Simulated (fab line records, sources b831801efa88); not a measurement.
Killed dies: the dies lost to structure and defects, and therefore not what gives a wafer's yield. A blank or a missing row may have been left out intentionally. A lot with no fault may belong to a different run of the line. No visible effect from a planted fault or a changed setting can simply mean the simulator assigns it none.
fab line records	flow sky130	part 1 of 2: steps 1 to 26 of 37
record: lots: 5	wafers: 15	last-day: 50
route steps=708 shown SD_N@355 SD_P@359 RES_XHIGH@360 SALICIDE@361 LI_CONTACT@362 LOCAL_INTERCONNECT@387
lots untouched by any fault: they come from a run of this same line in which no faults occurred
start-h: hours from the record's opening day to when the first of the lot's shown wafers began	wait-h: hours from the lot's prior step to this one	" identical to the entry in the row above	L1.1+2: a row that stands for several wafers	- no value, or no start given	* or withheld: withheld	< > ~ a bound
route shown NAME@n: a module of which the file shows steps, and the number in the route of the first	usual: mean/standard deviation taken from wafers without a fault	same: alike in all rows	chamber/n: place in a boat	sites: per-site readings	_std_site: the values' standard deviation	_edge_site: mean of outer sites minus mean of inner sites	radius-mm: for every site, how far away it sits from the centre of the wafer	mask NAME#n: copy n	behind: the most recent tool/chamber to have shaped the wafer	hold: what put the lot on hold/how long, in hours/how the hold closed	device: the n, p or np transistor that did not switch	end of line: the route-end tests of the same wafers	for a step that has no rows: nothing shown but its recipe	killed: not the wafer's yield, but the dies lost to structure and defects at the first sort	map: dies across one wafer; x = killed, . = not, _ = none there
set.NAME: setting as actually run; set.NAME@STEP: the setting as run at that earlier step	model.NAME: the simulator's own value behind a step, which no gauge read
lots at some steps of the route; a table a step, a row a wafer
services: the hour from which a tool's chamber was out of use, counted from the record's first day as start-h (under 0 if before that day), plus the number of hours and why
== steps ==
step: SKY_SD_N_CLEAN_13
recipe: chemistry: SC1/SC2	mix: 1:4:20	temp-c: 70	time-s: 150	dry: n2-spin
usual: temp-c: 69.99/0.12
lot.wafer	tool	chamber	start-h	wait-h	temp-c
L074.1	wet-bench-04	2	650.52	0.1	70.13
L074.3	"	2	"	"	69.96
L074.6	"	2	"	"	69.97
L075.3	wet-bench-01	2	657.33	0.0	70.15
L075.4	"	2	"	"	69.99
L075.5	"	2	"	"	70.03
L080.2	wet-bench-02	2	708.58	0.0	69.93
L080.3	"	2	"	"	70.06
L080.5	"	2	"	"	69.77
L086.2	wet-bench-04	0	751.68	0.0	70.17
L086.3	"	0	"	"	70.08
L086.5	"	0	"	"	70.13
L097.2	wet-bench-01	1	824.60	0.0	70.13
L097.4	"	1	"	"	70.10
L097.5	"	1	"	"	70.23
step: SKY_SD_N_RTA_14
recipe: temp-c: 1075	time-s: 2	idle-temp-c: 650	ramp-up-c-per-s: 150	ramp-down-c-per-s: 90	ambient: N2
usual: chamber-o2-ppm: 2.001/0.021	lamp-power-pct: 15.74/0.052	wafer_temp_C_max: 1078.2/1.2
lot.wafer	tool	chamber	start-h	wait-h	chamber-o2-ppm	lamp-power-pct	wafer_temp_C_max
L074.1	rtp-anneal-01	0	650.58	0.0	2.003	15.74	1076.8
L074.3	"	0	"	"	1.974	15.78	1077.8
L074.6	"	0	"	"	2.005	15.74	1078.0
L075.3	rtp-anneal-02	0	657.40	0.0	1.988	15.79	1078.9
L075.4	"	0	"	"	1.992	15.68	1077.7
L075.5	"	0	"	"	2.028	15.71	1078.5
L080.2	rtp-anneal-01	0	708.65	0.0	1.977	15.70	1077.0
L080.3	"	0	"	"	1.990	15.83	1079.3
L080.5	"	0	"	"	2.006	15.73	1076.3
L086.2	rtp-anneal-02	0	751.79	0.0	1.978	15.77	1076.5
L086.3	"	0	"	"	2.028	15.76	1076.1
L086.5	"	0	"	"	2.001	15.88	1078.0
L097.2	rtp-anneal-01	0	824.67	0.0	2.038	15.77	1078.6
L097.4	"	0	"	"	2.025	15.72	1078.7
L097.5	"	0	"	"	2.014	15.73	1076.6
step: SKY_SD_N_RS_MEAS_16
recipe: thk-meas-gauge: four-point-probe
usual: SD_N_RS: 68.54/0.11
lot.wafer	tool	chamber	start-h	wait-h	SD_N_RS[ohm/sq]
L074.1	film-metro-04	-	650.75	0.1	68.39
L074.3	"	-	"	"	68.40
L074.6	"	-	"	"	68.42
L075.3	film-metro-01	-	657.59	0.1	68.56
L075.4	"	-	"	"	68.55
L075.5	"	-	"	"	68.64
L080.2	film-metro-01	-	708.88	0.1	68.43
L080.3	"	-	"	"	68.51
L080.5	"	-	"	"	68.52
L086.2	film-metro-04	-	751.97	0.1	68.77
L086.3	"	-	"	"	68.66
L086.5	"	-	"	"	68.78
L097.2	film-metro-01	-	824.85	0.1	68.53
L097.4	"	-	"	"	68.51
L097.5	"	-	"	"	68.72
step: SKY_SD_N_RS_MEAS_17
recipe: thk-meas-gauge: four-point-probe
usual: SD_P_RS: 147.1/0.34
lot.wafer	tool	chamber	start-h	wait-h	SD_P_RS[ohm/sq]
L074.1	film-metro-04	-	650.87	0.1	146.7
L074.3	"	-	"	"	146.5
L074.6	"	-	"	"	146.0
L075.3	film-metro-01	-	657.71	0.1	147.0
L075.4	"	-	"	"	146.7
L075.5	"	-	"	"	147.0
L080.2	film-metro-01	-	709.00	0.1	147.5
L080.3	"	-	"	"	147.4
L080.5	"	-	"	"	147.6
L086.2	film-metro-04	-	752.09	0.1	147.9
L086.3	"	-	"	"	147.5
L086.5	"	-	"	"	146.9
L097.2	film-metro-01	-	824.97	0.1	147.0
L097.4	"	-	"	"	147.2
L097.5	"	-	"	"	146.6
step: SKY_SD_N_RS_MEAS_18
recipe: thk-meas-gauge: four-point-probe
usual: RES_XHIGH_RS: 332.9/1.2
lot.wafer	tool	chamber	start-h	wait-h	RES_XHIGH_RS[ohm/sq]
L074.1	film-metro-04	-	650.99	0.1	330.8
L074.3	"	-	"	"	331.1
L074.6	"	-	"	"	330.0
L075.3	film-metro-01	-	657.83	0.1	334.9
L075.4	"	-	"	"	334.4
L075.5	"	-	"	"	332.1
L080.2	film-metro-01	-	709.12	0.1	333.0
L080.3	"	-	"	"	333.6
L080.5	"	-	"	"	334.1
L086.2	film-metro-04	-	752.21	0.1	331.7
L086.3	"	-	"	"	331.5
L086.5	"	-	"	"	331.9
L097.2	film-metro-01	-	825.09	0.1	334.3
L097.4	"	-	"	"	332.6
L097.5	"	-	"	"	333.7
step: SKY_SALICIDE_CLEAN_00
recipe: chemistry: HF-last	time-s: 30	dilution: 100:1	dry: ipa-marangoni
lot.wafer	tool	chamber	start-h	wait-h
L074.1+3+6	wet-bench-02	3	651.11	0.1
L075.3+4+5	wet-bench-04	2	657.91	0.1
L080.2+3+5	wet-bench-03	1	709.22	0.1
L086.2+3+5	wet-bench-03	2	752.31	0.1
L097.2+4+5	wet-bench-03	1	825.19	0.1
step: SKY_LI_CONTACT_HDPCVD_00
recipe: material: PSG	target-thk-nm: 930	sigma-open-frac: 0.3	time-s: 155	temp-c: 600	sih4-flow-sccm: 60	pressure-mtorr: 6
lot.wafer	tool	chamber	start-h	wait-h
L074.1+3+6	hdpcvd-01	0,1,0	651.15	0.0
L075.3+4+5	hdpcvd-01	1,1,2	657.93	0.0
L080.2+3+5	hdpcvd-02	0,1,0	709.23	0.0
L086.2+3+5	hdpcvd-01	2,0,1	752.33	0.0
L097.2+4+5	hdpcvd-01	1,2,1	825.21	0.0
step: SKY_LI_CONTACT_THK_MEAS_01
recipe: reads: PSG_of_LI_CONTACT_HDPCVD_00
usual: LI_CONTACT_HDPCVD_THK: 927/13
lot.wafer	tool	chamber	start-h	wait-h	LI_CONTACT_HDPCVD_THK[nm]
L074.1	film-metro-04	-	651.25	0.1	932
L074.3	"	-	"	"	927
L074.6	"	-	"	"	919
L075.3	film-metro-04	-	658.05	0.1	942
L075.4	"	-	"	"	938
L075.5	"	-	"	"	937
L080.2	film-metro-03	-	709.35	0.1	945
L080.3	"	-	"	"	935
L080.5	"	-	"	"	954
L086.2	film-metro-03	-	752.44	0.1	914
L086.3	"	-	"	"	931
L086.5	"	-	"	"	938
L097.2	film-metro-03	-	825.32	0.1	930
L097.4	"	-	"	"	909
L097.5	"	-	"	"	925
step: SKY_LI_CONTACT_CMP_02
recipe: material: PSG	down-force-psi: 4	platen-rpm: 60	pad-velocity-m-s: 0.94248
usual: motor-current-A: 11.0/0.88	time-to-endpoint-s: 33/3.3
lot.wafer	tool	chamber	start-h	wait-h	motor-current-A	time-to-endpoint-s
L074.3	cmp-01	2	651.41	0.1	10.8	32
L074.1	"	3	"	"	11.8	32
L074.6	"	0	"	"	10.2	27
L075.4	cmp-02	0	658.14	0.1	10.3	36
L075.3	"	2	"	"	10.7	34
L075.5	"	0	"	"	9.9	34
L080.3	cmp-02	1	709.45	0.1	12.5	36
L080.2	"	3	"	"	11.5	30
L080.5	"	1	"	"	12.5	36
L086.3	cmp-01	1	752.54	0.1	11.8	37
L086.2	"	3	"	"	11.8	34
L086.5	"	0	"	"	10.0	29
L097.2	cmp-02	3	825.42	0.1	11.3	32
L097.4	"	1	"	"	12.9	33
L097.5	"	2	"	"	10.9	29
step: SKY_LI_CONTACT_BOW_MEAS_03
recipe: mode: bow
usual: LI_CONTACT_BOW: 56/7.1
lot.wafer	tool	chamber	start-h	wait-h	LI_CONTACT_BOW[um]
L074.1	film-metro-04	-	651.61	0.1	65
L074.3	"	-	"	"	49
L074.6	"	-	"	"	43
L075.3	film-metro-01	-	658.43	0.1	61
L075.4	"	-	"	"	53
L075.5	"	-	"	"	53
L080.2	film-metro-03	-	709.72	0.1	54
L080.3	"	-	"	"	46
L080.5	"	-	"	"	60
L086.2	film-metro-01	-	752.81	0.1	61
L086.3	"	-	"	"	71
L086.5	"	-	"	"	61
L097.2	film-metro-04	-	825.69	0.2	41
L097.4	"	-	"	"	56
L097.5	"	-	"	"	50
step: SKY_LI_CONTACT_DEHYDRATE_04
recipe: temp-c: 200	time-s: 60
usual: plate-temp-C: 200.01/0.15
lot.wafer	tool	chamber	start-h	wait-h	plate-temp-C
L074.1	litho-track-04	0	664.80	13.2	200.05
L074.3	"	0	"	"	199.90
L074.6	"	0	"	"	200.03
L075.3	litho-track-01	0	671.61	13.2	200.01
L075.4	"	0	"	"	199.99
L075.5	"	0	"	"	200.05
L080.2	litho-track-03	0	723.41	13.7	199.50
L080.3	"	0	"	"	200.06
L080.5	"	0	"	"	199.77
L086.2	litho-track-03	0	765.16	12.3	199.95
L086.3	"	0	"	"	199.90
L086.5	"	0	"	"	200.00
L097.2	litho-track-01	0	838.39	12.7	200.14
L097.4	"	0	"	"	199.88
L097.5	"	0	"	"	200.24
step: SKY_LI_CONTACT_HMDS_05
recipe: prime-time-s: 60	prime-temp-c: 120
lot.wafer	tool	chamber	start-h	wait-h
L074.1+3+6	litho-track-04	0	664.95	0.1
L075.3+4+5	litho-track-01	0	671.76	0.1
L080.2+3+5	litho-track-03	0	723.56	0.1
L086.2+3+5	litho-track-03	0	765.31	0.1
L097.2+4+5	litho-track-01	0	838.54	0.1
step: SKY_LI_CONTACT_COAT_06
recipe: resist: BARC	temp-c: withheld	time-s: withheld	spin-rpm: 3000	resist-thk-nm: 60
lot.wafer	tool	chamber	start-h	wait-h
L074.1+3+6	litho-track-04	0	665.10	0.1
L075.3+4+5	litho-track-01	0	671.91	0.1
L080.2+3+5	litho-track-03	0	723.71	0.1
L086.2+3+5	litho-track-03	0	765.46	0.1
L097.2+4+5	litho-track-01	0	838.69	0.1
step: SKY_LI_CONTACT_COAT_07
recipe: resist: KrF-thick	spin-rpm: 3000	resist-thk-nm: 450
lot.wafer	tool	chamber	start-h	wait-h
L074.1+3+6	litho-track-04	0	-	-
L075.3+4+5	litho-track-01	0	-	-
L080.2+3+5	litho-track-03	0	-	-
L086.2+3+5	litho-track-03	0	-	-
L097.2+4+5	litho-track-01	0	-	-
step: SKY_LI_CONTACT_SOFTBAKE_08
recipe: temp-c: 100	time-s: 90	resist: KrF-thick
usual: plate-temp-C: 100.01/0.12
lot.wafer	tool	chamber	start-h	wait-h	plate-temp-C
L074.1	litho-track-04	0	-	-	100.09
L074.3	"	0	"	"	99.99
L074.6	"	0	"	"	100.23
L075.3	litho-track-01	0	-	-	99.89
L075.4	"	0	"	"	99.95
L075.5	"	0	"	"	99.88
L080.2	litho-track-03	0	-	-	100.23
L080.3	"	0	"	"	100.19
L080.5	"	0	"	"	100.09
L086.2	litho-track-03	0	-	-	100.17
L086.3	"	0	"	"	100.28
L086.5	"	0	"	"	99.94
L097.2	litho-track-01	0	-	-	100.01
L097.4	"	0	"	"	99.96
L097.5	"	0	"	"	99.91
step: SKY_LI_CONTACT_EXPOSE_09
recipe: mask-id: LICM1	na: 0.8	source-shape: annular	sigma-inner: 0.55	sigma-outer: 0.85	target-cd-nm: 170	dose-mj: 38
usual: exposure-dose-mJ-cm2: 38.00/0.037	focus-offset-nm: 0.0/0.48
same: sigma-inner: 0.55
lot.wafer	tool	chamber	start-h	wait-h	mask	exposure-dose-mJ-cm2	focus-offset-nm
L074.1	krf-scanner-01	0	-	-	LICM1#0	38.05	-0.1
L074.3	"	0	"	"	LICM1#0	38.01	-0.4
L074.6	"	0	"	"	LICM1#0	38.00	-0.6
L075.3	krf-scanner-02	0	-	-	LICM1#0	38.00	0.7
L075.4	"	0	"	"	LICM1#0	38.00	1.2
L075.5	"	0	"	"	LICM1#0	38.00	0.2
L080.2	krf-scanner-01	0	-	-	LICM1#0	38.03	-0.5
L080.3	"	0	"	"	LICM1#0	38.00	-0.2
L080.5	"	0	"	"	LICM1#0	38.00	-0.7
L086.2	krf-scanner-02	0	-	-	LICM1#0	38.05	0.1
L086.3	"	0	"	"	LICM1#0	38.07	0.1
L086.5	"	0	"	"	LICM1#0	38.02	-0.3
L097.2	krf-scanner-01	0	-	-	LICM1#0	38.01	0.0
L097.4	"	0	"	"	LICM1#0	37.97	0.0
L097.5	"	0	"	"	LICM1#0	37.96	0.5
step: SKY_LI_CONTACT_PEB_10
recipe: peb-temp-c: withheld	peb-time-s: withheld	resist: KrF-thick
lot.wafer	tool	chamber	start-h	wait-h
L074.1+3+6	litho-track-04	0	-	-
L075.3+4+5	litho-track-04	0	-	-
L080.2+3+5	litho-track-01	0	-	-
L086.2+3+5	litho-track-04	0	-	-
L097.2+4+5	litho-track-01	0	-	-
step: SKY_LI_CONTACT_DEVELOP_11
recipe: develop-time-s: 60	resist: KrF-thick	dev-temp-c: 21
lot.wafer	tool	chamber	start-h	wait-h
L074.1+3+6	litho-track-04	0	-	-
L075.3+4+5	litho-track-04	0	-	-
L080.2+3+5	litho-track-01	0	-	-
L086.2+3+5	litho-track-04	0	-	-
L097.2+4+5	litho-track-01	0	-	-
step: SKY_LI_CONTACT_CD_MEAS_12
recipe: target-cd-nm: 170
usual: cd-nm: 169.8/1.4
lot.wafer	tool	chamber	start-h	wait-h	cd-nm
L074.1	cd-sem-02	-	679.45	-	169.8
L074.3	"	-	"	"	170.3
L074.6	"	-	"	"	169.3
L075.3	cd-sem-02	-	686.84	-	169.5
L075.4	"	-	"	"	169.8
L075.5	"	-	"	"	170.8
L080.2	cd-sem-01	-	737.33	-	169.3
L080.3	"	-	"	"	169.0
L080.5	"	-	"	"	168.8
L086.2	cd-sem-02	-	779.07	-	167.9
L086.3	"	-	"	"	168.0
L086.5	"	-	"	"	170.0
L097.2	cd-sem-02	-	852.28	-	172.9
L097.4	"	-	"	"	173.0
L097.5	"	-	"	"	173.1
step: SKY_LI_CONTACT_OVL_MEAS_13
usual: LI_CONTACT_OVL: 0/6.4
lot.wafer	tool	chamber	start-h	wait-h	LI_CONTACT_OVL[nm]
L074.1	overlay-02	-	679.57	0.1	-1
L074.3	"	-	"	"	-1
L074.6	"	-	"	"	-1
L075.3	overlay-01	-	686.94	0.1	-1
L075.4	"	-	"	"	6
L075.5	"	-	"	"	-1
L080.2	overlay-02	-	737.44	0.1	5
L080.3	"	-	"	"	0
L080.5	"	-	"	"	-3
L086.2	overlay-02	-	779.18	0.1	-1
L086.3	"	-	"	"	0
L086.5	"	-	"	"	0
L097.2	overlay-02	-	852.39	0.1	8
L097.4	"	-	"	"	7
L097.5	"	-	"	"	12
step: SKY_LI_CONTACT_ETCH_14
recipe: chemistry: N2/H2	target: BARC	ion-energy-ev: 200	source-w: 500	bias-w: 100	pressure-mtorr: 30	n2-flow-sccm: 100	h2-flow-sccm: 200	stop-on: SiO2	time-s: 45.9	target-depth-a: 600
usual: drypump-motor-current-A: 5.8/0.48	h2-flow-sccm: 200.0/0.68	n2-flow-sccm: 99.9/0.32	oes-product-au: 0.854/0.0047	throttle-valve-pct: 13.224/0.0092
lot.wafer	tool	chamber	start-h	wait-h	drypump-motor-current-A	h2-flow-sccm	n2-flow-sccm	oes-product-au	rf-hours-counter-h	throttle-valve-pct
L074.1	rie-diel-04	1	679.61	0.0	6.1	199.1	100.2	0.852	5	13.211
L074.3	"	3	"	"	4.7	201.2	100.1	0.845	32	13.215
L074.6	"	2	"	"	5.6	200.4	100.1	0.858	-	13.213
L075.3	rie-diel-04	2	686.96	0.0	5.6	199.6	99.9	0.848	12	13.231
L075.4	"	1	"	"	6.1	199.4	99.9	0.857	5	13.222
L075.5	"	2	"	"	5.6	200.9	100.1	0.845	-	13.225
L080.2	rie-diel-03	2	737.47	0.0	6.3	199.4	100.0	0.857	6	13.228
L080.3	"	1	"	"	5.6	199.6	99.8	0.853	5	13.251
L080.5	"	2	"	"	6.3	199.3	100.3	0.859	-	13.216
L086.2	rie-diel-01	0	779.21	0.0	5.2	200.1	99.6	0.857	24	13.214
L086.3	"	3	"	"	6.1	199.8	99.8	0.848	17	13.230
L086.5	"	2	"	"	6.1	200.0	100.3	0.860	-	13.218
L097.2	rie-diel-03	3	852.42	0.0	5.9	200.4	100.2	0.850	2	13.223
L097.4	"	1	"	"	5.6	201.0	99.6	0.861	7	13.236
L097.5	"	2	"	"	6.3	200.4	100.1	0.850	-	13.219
step: SKY_LI_CONTACT_ETCH_15
recipe: target: PSG	chemistry: C4F8/O2/Ar	stop-on: Si	taper-deg: 4.15	mask-material: KrF-thick	source-w: 1500	bias-w: 1200	pressure-mtorr: 40	c4f8-flow-sccm: withheld	O2_flow_sccm: 6	Ar_flow_sccm: 300	time-s: withheld	target-depth-a: 6000
usual: oes-product-au: 0.838/0.0046
lot.wafer	tool	chamber	start-h	wait-h	oes-product-au
L074.1	rie-diel-04	1	679.65	0.0	0.832
L074.3	"	3	"	"	0.838
L074.6	"	2	"	"	0.843
L075.3	rie-diel-04	2	687.00	0.0	0.835
L075.4	"	1	"	"	0.836
L075.5	"	2	"	"	0.840
L080.2	rie-diel-03	2	737.51	0.0	0.836
L080.3	"	1	"	"	0.836
L080.5	"	2	"	"	0.838
L086.2	rie-diel-01	0	779.25	0.0	0.831
L086.3	"	3	"	"	0.841
L086.5	"	2	"	"	0.837
L097.2	rie-diel-03	3	852.46	0.0	0.844
L097.4	"	1	"	"	0.836
L097.5	"	2	"	"	0.839
step: SKY_LI_CONTACT_STRIP_16
recipe: chemistry: O2/N2	power-w: 1400	pressure-mtorr: 1500	platen-temp-c: withheld	o2-flow-sccm: 3000	n2-flow-sccm: 300	overash-fraction: 0.5
usual: drypump-motor-current-A: 5.99/0.28	n2-flow-sccm: 300.0/0.84	oes-product-au: 0.376/0.0052	strip-time-to-endpoint-s: 3.51/0.05
lot.wafer	tool	chamber	start-h	wait-h	drypump-motor-current-A	n2-flow-sccm	oes-product-au	rf-hours-counter-h	strip-time-to-endpoint-s
L074.1	plasma-asher-01	1	679.74	-	5.67	300.1	0.373	102	3.49
L074.3	"	1	"	"	5.68	298.7	0.374	-	3.57
L074.6	"	0	"	"	5.91	300.6	0.375	-	3.57
L075.3	plasma-asher-04	0	687.12	-	5.94	299.5	0.379	-	3.56
L075.4	"	1	"	"	6.44	299.1	0.376	-	3.49
L075.5	"	0	"	"	5.95	300.4	0.386	-	3.56
L080.2	plasma-asher-04	0	737.59	-	5.92	299.7	0.380	59	3.54
L080.3	"	0	"	"	5.92	299.8	0.372	-	3.51
L080.5	"	1	"	"	6.45	301.8	0.384	-	3.56
L086.2	plasma-asher-01	1	779.34	-	5.69	300.2	0.372	4	3.45
L086.3	"	0	"	"	5.91	300.2	0.375	-	3.49
L086.5	"	1	"	"	5.67	298.7	0.376	-	3.47
L097.2	plasma-asher-02	0	852.54	-	5.71	299.6	0.380	39	3.61
L097.4	"	0	"	"	5.74	299.7	0.372	-	3.46
L097.5	"	0	"	"	5.71	299.7	0.373	-	3.50
step: SKY_LI_CONTACT_CLEAN_17
recipe: chemistry: NMP	time-s: 600	temp-c: 60	dry: n2-spin
usual: temp-c: 60.00/0.11
lot.wafer	tool	chamber	start-h	wait-h	temp-c
L074.1	wet-bench-04	0	679.84	0.1	59.96
L074.3	"	0	"	"	60.03
L074.6	"	0	"	"	59.92
L075.3	wet-bench-03	2	687.19	0.0	60.08
L075.4	"	2	"	"	59.96
L075.5	"	2	"	"	59.90
L080.2	wet-bench-04	3	737.69	0.1	59.94
L080.3	"	3	"	"	60.00
L080.5	"	3	"	"	60.02
L086.2	wet-bench-03	2	779.44	0.1	60.15
L086.3	"	2	"	"	59.87
L086.5	"	2	"	"	60.02
L097.2	wet-bench-01	0	852.64	0.1	59.87
L097.4	"	0	"	"	59.78
L097.5	"	0	"	"	59.88
step: SKY_LI_CONTACT_PRE_CLEAN_18
recipe: gas: Ar	time-s: 5.6	bias-v: 358
usual: bias-v: 358/3.5
lot.wafer	tool	chamber	start-h	wait-h	bias-v
L074.1	pvd-sputter-04	-	680.01	0.0	362
L074.3	"	-	"	"	356
L074.6	"	-	"	"	359
L075.3	pvd-sputter-04	-	687.36	0.0	357
L075.4	"	-	"	"	358
L075.5	"	-	"	"	354
L080.2	pvd-sputter-01	-	737.90	0.0	358
L080.3	"	-	"	"	361
L080.5	"	-	"	"	360
L086.2	pvd-sputter-03	-	779.61	0.0	361
L086.3	"	-	"	"	356
L086.5	"	-	"	"	357
L097.2	pvd-sputter-04	-	852.82	0.0	358
L097.4	"	-	"	"	354
L097.5	"	-	"	"	355
step: SKY_LI_CONTACT_SPUTTER_19
recipe: material: Ti	target-thk-nm: 20	chamber-pressure-pa: 5	power-w: 2500	substrate-temp-c: 200	time-s: 106.37
usual: throttle-valve-pct: 30.2/1.2
lot.wafer	tool	chamber	start-h	wait-h	throttle-valve-pct
L074.1	pvd-sputter-04	-	680.03	0.0	29.8
L074.3	"	-	"	"	28.2
L074.6	"	-	"	"	29.7
L075.3	pvd-sputter-04	-	687.38	0.0	28.2
L075.4	"	-	"	"	29.6
L075.5	"	-	"	"	30.3
L080.2	pvd-sputter-01	-	737.92	0.0	30.5
L080.3	"	-	"	"	30.0
L080.5	"	-	"	"	31.9
L086.2	pvd-sputter-03	-	779.63	0.0	31.8
L086.3	"	-	"	"	28.9
L086.5	"	-	"	"	31.5
L097.2	pvd-sputter-04	-	852.84	0.0	30.4
L097.4	"	-	"	"	29.8
L097.5	"	-	"	"	27.8
